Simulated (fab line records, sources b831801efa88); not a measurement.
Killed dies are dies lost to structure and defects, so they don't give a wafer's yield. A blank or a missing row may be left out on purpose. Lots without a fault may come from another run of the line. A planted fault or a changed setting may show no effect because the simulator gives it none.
Which tool did it? | flow sky130 | 12 lots, 36 wafers sampled, at 5 steps of a route of 708

WHAT THE GAUGES READ, wafer by wafer
SKY_CONTACT_THK_MEAS_03.
lot  | measured     | on            | CONTACT_HDPCVD_THK (nm)
L683 | day 30 10:00 | film_metro-01 | 563 564 568
L684 | day 31 02:25 | film_metro-04 | 560 567 566
L685 | day 31 03:16 | film_metro-04 | 564 557 565
L687 | day 32 01:55 | film_metro-01 | 564 569 568
L689 | day 32 09:38 | film_metro-04 | 561 553 554
L690 | day 34 00:43 | film_metro-02 | 571 559 571
L695 | day 34 16:09 | film_metro-04 | 552 566 566
L696 | day 35 01:41 | film_metro-01 | 565 571 568
L697 | day 35 12:21 | film_metro-04 | 568 569 567
L699 | day 36 00:07 | film_metro-01 | 852 567 853
L702 | day 36 11:40 | film_metro-01 | 570 575 859
L703 | day 36 18:27 | film_metro-04 | 563 563 562

SKY_CONTACT_CD_MEAS_14: target cd 170 nm.
lot  | measured     | on        | cd_nm (nm)
L683 | day 31 14:44 | cd_sem-01 | 169.4 169.8 170.6
L684 | day 32 06:24 | cd_sem-01 | 168.7 169.7 170.6
L685 | day 32 07:13 | cd_sem-01 | 168.5 169.8 168.6
L687 | day 33 05:42 | cd_sem-01 | 169.5 169.4 168.1
L689 | day 33 13:38 | cd_sem-02 | 167.7 167.7 168.8
L690 | day 35 03:07 | cd_sem-02 | 168.8 169.1 170.2
L695 | day 35 19:32 | cd_sem-02 | 173.1 171.6 173.4
L696 | day 36 04:50 | cd_sem-01 | 170.3 171.3 170.6
L697 | day 36 15:10 | cd_sem-01 | 169.4 170.0 169.7
L699 | day 37 02:31 | cd_sem-01 | 170.1 167.5 167.7
L702 | day 37 13:12 | cd_sem-01 | 168.9 168.7 166.7
L703 | day 37 20:20 | cd_sem-02 | 169.5 170.1 169.9

SKY_METAL1_RS_MEAS_05: measures by four-point-probe.
lot  | measured     | on            | METAL1_ALCU_RS (ohm/sq)
L683 | day 31 16:51 | film_metro-01 | 0.1261 0.1265 0.1264
L684 | day 32 08:06 | film_metro-02 | 0.1245 0.1240 0.1241
L685 | day 32 09:00 | film_metro-01 | 0.1253 0.1266 0.1287
L687 | day 33 07:23 | film_metro-01 | 0.1286 0.1278 0.1276
L689 | day 33 16:21 | film_metro-03 | 0.1295 0.1270 0.1290
L690 | day 35 04:50 | film_metro-03 | 0.1282 0.1255 0.1265
L695 | day 35 21:13 | film_metro-01 | 0.1268 0.1262 0.1257
L696 | day 36 06:34 | film_metro-01 | 0.1269 0.1261 0.1270
L697 | day 36 16:53 | film_metro-03 | 0.1251 0.1256 0.1280
L699 | day 37 04:11 | film_metro-01 | 0.1239 0.1231 0.1237
L702 | day 37 14:52 | film_metro-03 | 0.1247 0.1241 0.1223
L703 | day 37 22:21 | film_metro-02 | 0.1268 0.1262 0.1276

WHICH TOOL RAN EACH LOT (tool, then ch and the chambers of the sampled wafers, then the start)
lot  | SKY_CONTACT_HDPCVD_02            | SKY_CONTACT_CMP_04
L683 | hdpcvd-02 ch 1,2, day 30 09:55   | cmp-01 ch 1,2,3, day 30 10:03
L684 | hdpcvd-02 ch 0,1, day 31 02:20   | cmp-01 ch 1,2,3, day 31 02:34
L685 | hdpcvd-02 ch 0,1,2, day 31 03:12 | cmp-01 ch 0,1,3, day 31 03:20
L687 | hdpcvd-01 ch 0,1, day 32 01:50   | cmp-01 ch 0,2,3, day 32 02:01
L689 | hdpcvd-01 ch 0,1, day 32 09:34   | cmp-01 ch 0,1, day 32 09:42
L690 | hdpcvd-02 ch 0,1,2, day 34 00:38 | cmp-02 ch 0,2,3, day 34 00:52
L695 | hdpcvd-01 ch 0,1,2, day 34 16:05 | cmp-02 ch 0,1,2, day 34 16:13
L696 | hdpcvd-02 ch 1,2, day 35 01:37   | cmp-02 ch 0,1,2, day 35 01:48
L697 | hdpcvd-02 ch 0,1,2, day 35 12:17 | cmp-02 ch 0,1,3, day 35 12:28
L699 | hdpcvd-02 ch 1,2, day 36 00:02   | cmp-02 ch 0,2,3, day 36 00:13
L702 | hdpcvd-02 ch 0,1,2, day 36 11:35 | cmp-01 ch 0,2,3, day 36 11:43
L703 | hdpcvd-01 ch 0,1,2, day 36 18:23 | cmp-02 ch 0,1,2, day 36 18:37
- SKY_CONTACT_HDPCVD_02: deposits SiO2, target thk 565 nm, time 94.2 s.
- SKY_CONTACT_CMP_04: polishes SiO2.

WHAT THE TOOLS THEMSELVES READ (means of the sampled wafers that have a number; where no wafer has one, the mark that the record gives instead)
SKY_CONTACT_CMP_04.
lot  | tool   | motor_current_A (A) | slurry_filter_dp_kPa (kPa) | time_to_endpoint_s (s)
L683 | cmp-01 | 12.6                | 13.50                      | 80
L684 | cmp-01 | 12.2                | 13.57                      | 79
L685 | cmp-01 | 11.9                | 13.44                      | 77
L687 | cmp-01 | 12.1                | 13.45                      | 84
L689 | cmp-01 | 13.2                | 13.41                      | 82
L690 | cmp-02 | 13.1                | 13.39                      | 79
L695 | cmp-02 | 12.4                | 13.45                      | 81
L696 | cmp-02 | 12.0                | 13.54                      | 80
L697 | cmp-02 | 12.5                | 13.55                      | 81
L699 | cmp-02 | 12.8                | 13.57                      | 145
L702 | cmp-01 | 11.8                | 13.67                      | 118
L703 | cmp-02 | 11.7                | 13.51                      | 78

THE ANSWER, worked out from the rows above alone
Rule: what is usual is taken from the lots themselves. Put in order of their means at a reading, lots are off if they are a third of the lots or fewer, leave a main group of 4 or more, and stand apart from it by a gap of 3 or more times the standard deviation of the main group's means; of several such gaps the widest counts. A main group whose means are all the same, to the digits that the tables above print for the reading, isn't used. A lot without any number at a reading at which 4 lots or more have one is off too. The other lots that the step has rows for count as sound. The gauges are gone through in route order, then the tools' own readings, and for those a lot's mean is taken as printed above. The first step at which some lot is off is used, and at that step the reading that is off furthest; a lot without a number counts as furthest.
Off: L699, L702, at SKY_CONTACT_THK_MEAS_03 (CONTACT_HDPCVD_THK). The main group: mean 564 nm, standard deviation 3.6.
A tool fits if, at a process step before that reading, it ran every lot that is off, and no sound lot after the first of them. The gauges at SKY_CONTACT_THK_MEAS_03 aren't tried: what is off there is off at SKY_CONTACT_CMP_04 too, on other tools, and a gauge's error can't cause that. One fits: hdpcvd-02 at SKY_CONTACT_HDPCVD_02. Its last sound lot is L697 (day 35 12:17), its first lot that is off L699 (day 36 00:02): a fault that began between those two fits.

WHAT THE SIMULATOR HAD PUT IN
Process parameter drift: hdpcvd-02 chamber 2, from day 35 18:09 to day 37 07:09, at SKY_CONTACT_HDPCVD_02. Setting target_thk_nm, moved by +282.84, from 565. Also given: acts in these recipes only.
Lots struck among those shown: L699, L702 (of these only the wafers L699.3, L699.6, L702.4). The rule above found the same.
